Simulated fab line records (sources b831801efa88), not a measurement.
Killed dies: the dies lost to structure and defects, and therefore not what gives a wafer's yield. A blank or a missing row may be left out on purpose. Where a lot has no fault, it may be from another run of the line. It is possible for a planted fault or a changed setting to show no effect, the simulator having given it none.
Which of the tools did it? || flow sfqLine || 15 lots, 45 wafers sampled, at 1 step of a route of 325

## WHAT THE GAUGES READ, wafer by wafer
Not one reading of a measure or inspect step in the record can be checked against a usual standard deviation.

## EACH LOT AND THE TOOL THAT RAN IT (in order: tool; ch and the chambers of the sampled wafers; start)
{"lot": "L461", "SFQ_TRILAYER_M6_BARC_OPEN_METAL_ETCH_206": "rieMetal-03 ch 0,1, day 77 13:35"}
{"lot": "L462", "SFQ_TRILAYER_M6_BARC_OPEN_METAL_ETCH_206": "rieMetal-02 ch 0,1, day 77 15:59"}
{"lot": "L468", "SFQ_TRILAYER_M6_BARC_OPEN_METAL_ETCH_206": "rieMetal-02 ch 0,1, day 78 18:22"}
{"lot": "L469", "SFQ_TRILAYER_M6_BARC_OPEN_METAL_ETCH_206": "rieMetal-01 ch 0,1, day 79 00:23"}
{"lot": "L470", "SFQ_TRILAYER_M6_BARC_OPEN_METAL_ETCH_206": "rieMetal-01 ch 0,1, day 79 05:30"}
{"lot": "L471", "SFQ_TRILAYER_M6_BARC_OPEN_METAL_ETCH_206": "rieMetal-02 ch 0,1, day 79 17:05"}
{"lot": "L472", "SFQ_TRILAYER_M6_BARC_OPEN_METAL_ETCH_206": "rieMetal-01 ch 0,1, day 80 05:25"}
{"lot": "L473", "SFQ_TRILAYER_M6_BARC_OPEN_METAL_ETCH_206": "rieMetal-02 ch 0,1, day 80 07:48"}
{"lot": "L474", "SFQ_TRILAYER_M6_BARC_OPEN_METAL_ETCH_206": "rieMetal-02 ch 0,1, day 80 10:05"}
{"lot": "L477", "SFQ_TRILAYER_M6_BARC_OPEN_METAL_ETCH_206": "rieMetal-03 ch 0,1, day 82 03:59"}
{"lot": "L478", "SFQ_TRILAYER_M6_BARC_OPEN_METAL_ETCH_206": "rieMetal-02 ch 1, day 82 19:33"}
{"lot": "L479", "SFQ_TRILAYER_M6_BARC_OPEN_METAL_ETCH_206": "rieMetal-03 ch 0,1, day 82 20:43"}
{"lot": "L480", "SFQ_TRILAYER_M6_BARC_OPEN_METAL_ETCH_206": "rieMetal-01 ch 0,1, day 82 23:07"}
{"lot": "L481", "SFQ_TRILAYER_M6_BARC_OPEN_METAL_ETCH_206": "rieMetal-01 ch 0,1, day 84 20:29"}
{"lot": "L483", "SFQ_TRILAYER_M6_BARC_OPEN_METAL_ETCH_206": "rieMetal-03 ch 0,1, day 86 07:28"}
- SFQ_TRILAYER_M6_BARC_OPEN_METAL_ETCH_206: etches BARC in O2, target depth 125 nm, time 41.7 s.

## WHAT THE TOOLS THEMSELVES READ (means of the sampled wafers that have a number; where no wafer has one, the mark that the record gives instead)
SFQ_TRILAYER_M6_BARC_OPEN_METAL_ETCH_206.
{"lot": "L461", "tool": "rieMetal-03", "drypumpMotorCurrentA (A)": 5.3, "oesProductAu (a.u.)": 0.678, "runLengthS (s)": 70.1}
{"lot": "L462", "tool": "rieMetal-02", "drypumpMotorCurrentA (A)": 6.2, "oesProductAu (a.u.)": 0.679, "runLengthS (s)": 69.7}
{"lot": "L468", "tool": "rieMetal-02", "drypumpMotorCurrentA (A)": 6.2, "oesProductAu (a.u.)": 0.679, "runLengthS (s)": 70.5}
{"lot": "L469", "tool": "rieMetal-01", "drypumpMotorCurrentA (A)": 5.7, "oesProductAu (a.u.)": 0.676, "runLengthS (s)": 70.5}
{"lot": "L470", "tool": "rieMetal-01", "drypumpMotorCurrentA (A)": 5.5, "oesProductAu (a.u.)": 0.674, "runLengthS (s)": 69.9}
{"lot": "L471", "tool": "rieMetal-02", "drypumpMotorCurrentA (A)": 6.2, "oesProductAu (a.u.)": 0.706, "runLengthS (s)": 68.5}
{"lot": "L472", "tool": "rieMetal-01", "drypumpMotorCurrentA (A)": 5.7, "oesProductAu (a.u.)": 0.680, "runLengthS (s)": 70.2}
{"lot": "L473", "tool": "rieMetal-02", "drypumpMotorCurrentA (A)": 6.1, "oesProductAu (a.u.)": 0.704, "runLengthS (s)": 68.6}
{"lot": "L474", "tool": "rieMetal-02", "drypumpMotorCurrentA (A)": 6.2, "oesProductAu (a.u.)": 0.729, "runLengthS (s)": 66.5}
{"lot": "L477", "tool": "rieMetal-03", "drypumpMotorCurrentA (A)": 5.3, "oesProductAu (a.u.)": 0.680, "runLengthS (s)": 69.9}
{"lot": "L478", "tool": "rieMetal-02", "drypumpMotorCurrentA (A)": 6.3, "oesProductAu (a.u.)": 0.679, "runLengthS (s)": 69.6}
{"lot": "L479", "tool": "rieMetal-03", "drypumpMotorCurrentA (A)": 5.3, "oesProductAu (a.u.)": 0.682, "runLengthS (s)": 70.1}
{"lot": "L480", "tool": "rieMetal-01", "drypumpMotorCurrentA (A)": 5.6, "oesProductAu (a.u.)": 0.688, "runLengthS (s)": 69.9}
{"lot": "L481", "tool": "rieMetal-01", "drypumpMotorCurrentA (A)": 5.5, "oesProductAu (a.u.)": 0.682, "runLengthS (s)": 70.0}
{"lot": "L483", "tool": "rieMetal-03", "drypumpMotorCurrentA (A)": 5.0, "oesProductAu (a.u.)": 0.681, "runLengthS (s)": 70.0}

## THE ANSWER, worked out from the rows above alone
Rule: what is usual is taken from the lots themselves. The widest of any qualifying gaps counts: lots, ordered by their means at a reading, are off when they make up no more than a third of the lots, leave a main group of 4 or more, and stand apart from it by 3 or more times the standard deviation of that group's means. If all means in a main group match to the digits the tables above print for the reading, that group is not used. A lot without any number at a reading at which 4 lots or more have one is off too. Any other lot the step has rows for is counted as sound. Order of review: gauges by route order, followed by the tools' own readings, for which a lot's mean as printed above is used. At the first step where some lot is off, the reading lying furthest off is the one used; lots without a number count as furthest.
Off, at SFQ_TRILAYER_M6_BARC_OPEN_METAL_ETCH_206 on oesProductAu: L471, L473, L474. Main group: mean 0.680 a.u., sd 0.0033.
If a tool, at that step or one of the process steps before it, ran each lot that is off and ran no sound lot following the first of them, it fits. Not one of the candidates tried fits.

## WHAT WAS PUT IN BY THE SIMULATOR
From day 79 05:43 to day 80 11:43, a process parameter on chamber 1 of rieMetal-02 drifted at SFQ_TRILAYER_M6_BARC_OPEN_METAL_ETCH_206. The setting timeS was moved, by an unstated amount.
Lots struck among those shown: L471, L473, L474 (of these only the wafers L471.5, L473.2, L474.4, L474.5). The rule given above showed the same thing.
